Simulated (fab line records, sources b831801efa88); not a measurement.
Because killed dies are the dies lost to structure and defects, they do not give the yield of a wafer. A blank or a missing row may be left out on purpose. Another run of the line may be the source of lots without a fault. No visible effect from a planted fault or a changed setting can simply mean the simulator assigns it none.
Struck lot and sound lot, side by side -- flow sky130 -- 43 steps out of a route of 708
Sound: the wafers L749.1, L749.3, L749.6. Wafers L757.3, L757.4, L757.6 were the ones struck. Last of all comes the cause.
Order at every step that has rows: each side's tool, ch and its chambers, its first start. Under that, the readings that differ: sound wafers -- struck wafers -- difference of the means -- sigmas: that difference in standard deviations of wafers without a fault.
alike: a reading whose means differ by less than 2 such deviations, as well as words and numbers matching on both sides. not compared: withheld readings; readings where some wafer has no value; bounds like >300 that might hide an equal value; numbers whose values overlap and for which the record gives no deviation.
The two part at a step that has a row with sigmas, a row that says differs or no value, or rows on one side only. Non-overlapping numbers with no deviation appear without sigmas and do not part them. A reading that every wafer of one side lacks parts them only if that side has two wafers or more.

SKY_VIA2_OVL_MEAS_13:
  sound: overlay-01 at day 35 22:35; struck: overlay-02 at day 39 14:37
  alike: VIA2_OVL
SKY_VIA2_ETCH_14: etches BARC in N2/H2, stops on SiO2, time 45.9 s, target depth 60 nm.
  sound on rie_diel-02 ch 2,3, day 35 22:37; struck on rie_diel-02 ch 2,3, day 39 14:38
  alike: drypump_motor_current_A, oes_product_au, throttle_valve_pct
  not compared: rf_hours_counter_h
SKY_VIA2_ETCH_15: etches SiO2 in C4F8/O2/Ar, stops on TiN, target depth 546 nm, time 84 s.
  sound on rie_diel-02 ch 2,3, day 35 22:39; struck on rie_diel-02 ch 2,3, day 39 14:41
  alike: oes_product_au
  not compared: rf_hours_counter_h
SKY_VIA2_STRIP_16: strips in O2/N2.
  sound on plasma_asher-01 ch 1, day 35 22:43; struck on plasma_asher-03 ch 0,1, day 39 14:47
  alike: drypump_motor_current_A, oes_product_au, strip_time_to_endpoint_s
  not compared: rf_hours_counter_h
then, 5 steps without rows for these wafers: SKY_VIA2_STRIP_17 (strips in post etch residue remover, time 1200 s); SKY_VIA2_CLEAN_18 (cleans in IPA, time 180 s); SKY_VIA2_CLEAN_19 (cleans in O3/DIW); SKY_VIA2_SPUTTER_20 (material TiN, target thk 20 nm, time 80 s); SKY_VIA2_CVD_21 (deposits W, target thk 420 nm, time 126.4 s).
SKY_VIA2_RS_MEAS_22: uses a four-point probe to measure.
  sound: film_metro-03 at day 35 23:32; struck: film_metro-04 at day 39 16:11
  alike: VIA2_W_RS
SKY_VIA2_THK_MEAS_23: measures by xrf.
  sound: film_metro-03 at day 35 23:40; struck: film_metro-04 at day 39 16:17
  alike: VIA2_W_THK
then, 1 step without rows for these wafers: SKY_VIA2_CMP_24 (polishes, stops on SiO2, t overpolish 20 s, target thk 0 nm).
SKY_METAL3_SPUTTER_00: material Ti, target thk 15 nm, time 10 s.
  sound: pvd_sputter-02 at day 36 00:01; struck: pvd_sputter-01 at day 39 16:38
  alike: throttle_valve_pct
SKY_METAL3_SPUTTER_01: material TiN, target thk 20 nm, time 16.7 s.
  sound: pvd_sputter-02 at day 36 00:02; struck: pvd_sputter-01 at day 39 16:39
  alike: throttle_valve_pct
then, 1 step without rows for these wafers: SKY_METAL3_SPUTTER_02 (material AlCu, target thk 735 nm, time 39.1 s).
SKY_METAL3_SPUTTER_03: material Ti, target thk 5 nm, time 3.3 s.
  sound: pvd_sputter-02 at day 36 00:06; struck: pvd_sputter-01 at day 39 16:43
  alike: throttle_valve_pct
then, 2 steps without rows for these wafers: SKY_METAL3_SPUTTER_04 (material TiN, target thk 70 nm, time 58.3 s); SKY_CAPM_CVD_00 (deposits SiO2, target thk 15.5 nm).
SKY_CAPM_THK_MEAS_01:
  sound: film_metro-04 at day 36 00:12; struck: film_metro-04 at day 39 16:49
  alike: CAPM_CVD_00_THK
then, 1 step without rows for these wafers: SKY_CAPM_SPUTTER_02 (material TiN, target thk 200 nm, time 166.7 s).
SKY_CAPM_RS_MEAS_03: uses a four-point probe to measure.
  sound: film_metro-04 at day 36 00:22; struck: film_metro-04 at day 39 17:01
  alike: CAPM_TIN_RS
SKY_CAPM_THK_MEAS_04: measures by xrf.
  sound: film_metro-04 at day 36 00:29; struck: film_metro-04 at day 39 17:07
  alike: CAPM_TIN_THK
then, 7 steps without rows for these wafers: SKY_CAPM_DEHYDRATE_05 (time 60 s); SKY_CAPM_HMDS_06 (prime time 60 s); SKY_CAPM_COAT_07 (resist thk 1140 nm); SKY_CAPM_SOFTBAKE_08 (time 60 s); SKY_CAPM_EXPOSE_09 (exposes mask CAPM, target cd 1000 nm); SKY_CAPM_PEB_10; SKY_CAPM_DEVELOP_11 (develop time 60 s).
SKY_CAPM_OVL_MEAS_12:
  sound: overlay-02 at day 37 02:47; struck: overlay-02 at day 40 17:39
  alike: CAPM_OVL
then, 12 steps without rows for these wafers: SKY_CAPM_METAL_ETCH_13 (etches TiN in Cl2/BCl3, stops on SiO2, target depth 220 nm, time 62.9 s); SKY_CAPM_STRIP_14 (strips in O2/N2); SKY_CAPM_STRIP_15 (strips in post etch residue remover, time 1200 s); SKY_CAPM_CLEAN_16 (cleans in IPA, time 180 s); SKY_CAPM_CLEAN_17 (cleans in O3/DIW); SKY_METAL3_DEHYDRATE_05 (time 60 s); SKY_METAL3_HMDS_06 (prime time 60 s); SKY_METAL3_COAT_07 (resist thk 60 nm); SKY_METAL3_COAT_08 (resist thk 1140 nm); SKY_METAL3_SOFTBAKE_09 (time 90 s); SKY_METAL3_EXPOSE_10 (exposes mask MM3, target cd 300 nm); SKY_METAL3_PEB_11.
-- the record jumps here: 8 days lie between the struck wafers' starts before and after (it left off in module METAL3 and takes up again in module PAD_OPEN, whose first step shown is number 708 of the route) --
SKY_PAD_OPEN_PROBE_99:
  rows exist in the record for the struck wafers here (prober-02, day 48 13:08), but not for the sound ones

== WHERE THEY PART ==
Only at SKY_PAD_OPEN_PROBE_99, as far as this record shows.

WHY: the cause the simulator had injected
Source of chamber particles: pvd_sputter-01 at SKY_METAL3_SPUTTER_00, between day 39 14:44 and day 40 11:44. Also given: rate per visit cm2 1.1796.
